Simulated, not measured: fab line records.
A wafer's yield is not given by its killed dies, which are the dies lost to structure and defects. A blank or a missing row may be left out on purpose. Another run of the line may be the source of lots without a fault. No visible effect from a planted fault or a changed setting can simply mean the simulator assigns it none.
Which of the tools did it? | flow gf180mcu | 14 lots, 42 wafers sampled, at 4 steps of a route of 602

== WHAT EACH GAUGE READ, for each wafer ==
GF_STI_THK_MEAS_22.
lot  | measured    | on           | STI_OXIDATION_01_THK (nm)
L516 | day 2 03:44 | filmMetro-03 | 15.23 15.05 15.05
L517 | day 2 08:16 | filmMetro-02 | 14.76 14.79 14.67
L518 | day 2 14:16 | filmMetro-04 | 15.08 14.99 15.11
L519 | day 2 21:07 | filmMetro-03 | 15.41 15.14 15.00
L521 | day 3 06:10 | filmMetro-04 | 15.26 15.32 15.31
L522 | day 3 09:38 | filmMetro-02 | 15.38 15.09 14.95
L523 | day 3 15:11 | filmMetro-04 | 15.20 15.23 15.04
L525 | day 4 01:01 | filmMetro-04 | 15.52 15.07 15.22
L526 | day 4 06:21 | filmMetro-03 | 14.60 14.36 14.31
L527 | day 4 12:55 | filmMetro-04 | 15.01 15.01 15.14
L529 | day 4 23:14 | filmMetro-02 | 15.26 15.38 15.44
L534 | day 5 23:44 | filmMetro-04 | 14.90 14.63 14.82
L536 | day 6 11:47 | filmMetro-03 | 15.08 15.44 15.39
L537 | day 6 17:25 | filmMetro-04 | 14.80 14.75 15.24

GF_NWELL_TW_MEAS_11.
lot  | measured    | on           | NWELL_TW
L516 | day 3 07:31 | filmMetro-04 | 1570 1565 1576
L517 | day 3 13:19 | filmMetro-04 | 1560 1566 1564
L518 | day 3 18:52 | filmMetro-04 | 1568 1564 1572
L519 | day 4 02:44 | filmMetro-04 | 1557 1555 1566
L521 | day 4 12:11 | filmMetro-02 | 1556 1552 1551
L522 | day 4 16:13 | filmMetro-02 | 1548 1540 1552
L523 | day 4 20:23 | filmMetro-04 | 1561 1562 1561
L525 | day 5 08:06 | filmMetro-02 | 1552 1552 1556
L526 | day 5 13:26 | filmMetro-04 | 1556 1558 1552
L527 | day 5 20:04 | filmMetro-01 | 1558 1553 1559
L529 | day 6 07:20 | filmMetro-02 | 1573 1573 1566
L534 | day 7 09:41 | filmMetro-04 | 1558 1548 1551
L536 | day 8 01:13 | filmMetro-01 | 1549 1540 1540
L537 | day 8 03:18 | filmMetro-04 | 1562 1571 1570

GF_VT_IMPLANT_OVL_MEAS_07.
lot  | measured     | on         | VT_IMPLANT_OVL (nm)
L516 | day 5 15:13  | overlay-02 | 3.0 1.6 0.7
L517 | day 5 21:32  | overlay-01 | -1.4 -0.3 -1.3
L518 | day 6 02:50  | overlay-01 | 2.1 -0.6 2.3
L519 | day 6 12:37  | overlay-02 | 1.2 2.9 1.4
L521 | day 6 22:50  | overlay-02 | 2.4 -2.1 -0.4
L522 | day 7 03:58  | overlay-01 | 0.5 -0.4 -0.1
L523 | day 7 08:25  | overlay-02 | 1.0 0.0 3.6
L525 | day 7 21:05  | overlay-02 | 0.2 2.1 0.0
L526 | day 8 03:09  | overlay-02 | -0.1 -0.6 -2.2
L527 | day 8 10:52  | overlay-02 | 0.8 -0.5 0.2
L529 | day 8 21:33  | overlay-02 | -0.4 -0.5 0.3
L534 | day 10 03:19 | overlay-01 | 1.2 1.8 1.9
L536 | day 10 22:16 | overlay-01 | -0.6 -0.2 0.7
L537 | day 11 00:30 | overlay-02 | 1.8 -0.3 -0.3

== EACH LOT AND THE TOOL THAT RAN IT (in order: tool; ch and the chambers of the sampled wafers; start) ==
lot  | GF_STI_CMP_25
L516 | cmp-01 ch 2,3, day 2 04:10
L517 | cmp-02 ch 0,1, day 2 08:27
L518 | cmp-01 ch 2,3, day 2 14:27
L519 | cmp-02 ch 1,3, day 2 21:21
L521 | cmp-01 ch 1,2, day 3 06:22
L522 | cmp-02 ch 1,2,3, day 3 09:53
L523 | cmp-01 ch 1,2,3, day 3 15:29
L525 | cmp-02 ch 1,2,3, day 4 01:13
L526 | cmp-02 ch 0,2, day 4 06:35
L527 | cmp-01 ch 0,2,3, day 4 13:11
L529 | cmp-01 ch 0,3, day 4 23:25
L534 | cmp-02 ch 1,2,3, day 6 00:04
L536 | cmp-02 ch 0,3, day 6 11:59
L537 | cmp-02 ch 1,3, day 6 17:40
- GF_STI_CMP_25: polishes, stops on Si3N4, t overpolish 33 s, target thk 524.6 nm.

== AS READ BY THE TOOLS THEMSELVES (means over the sampled wafers that have a number; for cases with no such wafer, the mark the record gives instead) ==
GF_STI_CMP_25.
lot  | tool   | motorCurrentA (A) | overpolishRunS (s) | slurryFlowMlMin | timeToEndpointS (s)
L516 | cmp-01 | 12.0              | 32.997             | 150.0           | 117
L517 | cmp-02 | 12.4              | 33.007             | 149.8           | 115
L518 | cmp-01 | 13.2              | 32.999             | 149.5           | 118
L519 | cmp-02 | 11.6              | 32.997             | 149.6           | 117
L521 | cmp-01 | 11.3              | 33.001             | 149.9           | 118
L522 | cmp-02 | 12.4              | 33.010             | 149.8           | 114
L523 | cmp-01 | 11.8              | 33.003             | 149.4           | 116
L525 | cmp-02 | 12.3              | 33.002             | 150.3           | 115
L526 | cmp-02 | 13.0              | 32.996             | 150.5           | 119
L527 | cmp-01 | 12.4              | 32.997             | 149.4           | 126
L529 | cmp-01 | 11.5              | 32.997             | 149.5           | 123
L534 | cmp-02 | 12.0              | 32.990             | 149.6           | 120
L536 | cmp-02 | 12.2              | 33.006             | 150.4           | 173
L537 | cmp-02 | 11.8              | 33.000             | 149.9           | 204

== THE ANSWER, worked out from the rows above alone ==
Rule: usual is defined by the lots themselves. The widest of any qualifying gaps counts: lots, ordered by their means at a reading, are off when they make up no more than a third of the lots, leave a main group of 4 or more, and stand apart from it by 3 or more times the standard deviation of that group's means. If all means in a main group match to the digits the tables above print for the reading, that group is not used. A lot without any number at a reading at which 4 lots or more have one is off too. Any other lot the step has rows for is counted as sound. Order of review: gauges by route order, followed by the tools' own readings, for which a lot's mean as printed above is used. At the first step where some lot is off, the reading lying furthest off is the one used; lots without a number count as furthest.
Off at GF_STI_CMP_25 (timeToEndpointS): L536, L537. Main group: mean 118 s, sd 3.3.
If a tool, at that step or one of the process steps before it, ran each lot that is off and ran no sound lot following the first of them, it fits. One candidate fits, namely cmp-02 at GF_STI_CMP_25. Its last sound lot is L534 (day 6 00:04), its first lot that is off L536 (day 6 11:59): a fault that began between those two fits.
On the lots that are off, the tool's own readings at GF_STI_CMP_25 differ by more than 5 times the standard deviation of the sound lots' means, which bears it out; timeToEndpointS reads 188 s there versus 118 s on the sound lots.

== WHAT HAD BEEN PUT IN BY THE SIMULATOR ==
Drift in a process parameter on cmp-02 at GF_STI_CMP_25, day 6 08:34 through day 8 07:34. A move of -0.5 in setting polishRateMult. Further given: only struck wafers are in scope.
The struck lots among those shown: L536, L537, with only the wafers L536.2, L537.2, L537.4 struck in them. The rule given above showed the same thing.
